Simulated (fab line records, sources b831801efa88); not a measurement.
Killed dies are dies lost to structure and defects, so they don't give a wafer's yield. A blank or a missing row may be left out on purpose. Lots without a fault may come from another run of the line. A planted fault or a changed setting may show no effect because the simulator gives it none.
Tool commonality check | flow sky130 | 12 lots, 36 wafers sampled

WHY IT WAS OPENED
At SKY_GATE_OXIDE_THK_MEAS_02 the reading GATE_OXIDE_OXIDATION_00_THK is flagged on 2 of 12 lots. Wafers without a fault read 10.24 nm, standard deviation 0.19.
Rule: a lot is flagged when every wafer of it that has a number lies more than 4 standard deviations from that mean, or none has a number. The other lots count as sound.

lot  | measured     | on            | GATE_OXIDE_OXIDATION_00_THK (nm), wafer by wafer | flag
L403 | day 12 23:58 | film_metro-04 | 10.12 10.26 10.19                                |
L404 | day 13 05:47 | film_metro-03 | 10.10 10.39 10.13                                |
L405 | day 13 13:53 | film_metro-01 | 10.22 10.17 10.27                                |
L406 | day 13 18:19 | film_metro-04 | 10.34 10.23 10.41                                |
L408 | day 14 01:28 | film_metro-03 | 10.55 10.73 10.67                                |
L407 | day 14 07:12 | film_metro-03 | 10.22 10.29 10.46                                |
L409 | day 14 18:55 | film_metro-03 | 10.34 9.94 10.26                                 |
L410 | day 15 06:52 | film_metro-03 | 10.14 10.15 10.05                                |
L416 | day 17 08:25 | film_metro-01 | 10.31 10.27 10.28                                |
L417 | day 17 18:20 | film_metro-01 | 10.18 10.16 10.26                                |
L424 | day 20 01:20 | film_metro-03 | 11.56 11.61 11.63                                | FLAGGED
L425 | day 20 12:17 | film_metro-03 | 11.85 11.84 11.70                                | FLAGGED
The numbers of the flagged lots are 11.70 nm on average: +1.46 nm against the usual, or +8 standard deviations.

WHICH TOOL RAN EACH LOT
The record holds 1 process step before the reading, out of a route of 708 steps. In each cell: the tool, then ch and the chambers that the sampled wafers went through, then the start.
lot  | flag    | SKY_GATE_OXIDE_OXIDATION_01
L403 |         | furnace-02 ch 0, day 12 22:34
L404 |         | furnace-02 ch 0, day 13 04:23
L405 |         | furnace-01 ch 0, day 13 12:28
L406 |         | furnace-01 ch 0, day 13 16:53
L408 |         | furnace-01 ch 0, day 14 00:03
L407 |         | furnace-01 ch 0, day 14 05:46
L409 |         | furnace-02 ch 0, day 14 17:31
L410 |         | furnace-02 ch 0, day 15 05:28
L416 |         | furnace-01 ch 0, day 17 07:00
L417 |         | furnace-01 ch 0, day 17 16:55
L424 | FLAGGED | furnace-01 ch 0, day 19 23:55
L425 | FLAGGED | furnace-01 ch 0, day 20 10:52
What these steps do:
- SKY_GATE_OXIDE_OXIDATION_01: stabilise 600 s, purge 300 s, target thk 10.268 nm.
- SKY_GATE_OXIDE_THK_MEAS_02

FLAGGED OVER TOTAL, TOOL BY TOOL (the gauges that took the reading come last)
step                        | tool          | lots run | flagged | share of the flagged lots | sound lots run after its first flagged lot
SKY_GATE_OXIDE_OXIDATION_01 | furnace-01    | 8        | 2       | all                       | 0
SKY_GATE_OXIDE_OXIDATION_01 | furnace-02    | 4        | 0       | none                      | -
SKY_GATE_OXIDE_THK_MEAS_02  | film_metro-01 | 3        | 0       | none                      | -
SKY_GATE_OXIDE_THK_MEAS_02  | film_metro-03 | 7        | 2       | all                       | 0
SKY_GATE_OXIDE_THK_MEAS_02  | film_metro-04 | 2        | 0       | none                      | -

WHAT THE TABLE ALLOWS
2 rows of the table ran every flagged lot: furnace-01 at SKY_GATE_OXIDE_OXIDATION_01, film_metro-03 at SKY_GATE_OXIDE_THK_MEAS_02.
- furnace-01 at SKY_GATE_OXIDE_OXIDATION_01: 2 of its 8 lots flagged. Its last sound lot is L417 (day 17 16:55), its first flagged lot L424 (day 19 23:55): a fault that began between those two fits.
- film_metro-03 at SKY_GATE_OXIDE_THK_MEAS_02: 2 of its 7 lots flagged. Its last sound lot is L410 (day 15 06:52), its first flagged lot L424 (day 20 01:20): a fault that began between those two fits.
Counting lots can't tell these 2 tools apart, because each fits a fault that began at some hour. More lots, or a look at what each step does to the wafer, might.

WHAT THE SIMULATOR HAD PUT IN
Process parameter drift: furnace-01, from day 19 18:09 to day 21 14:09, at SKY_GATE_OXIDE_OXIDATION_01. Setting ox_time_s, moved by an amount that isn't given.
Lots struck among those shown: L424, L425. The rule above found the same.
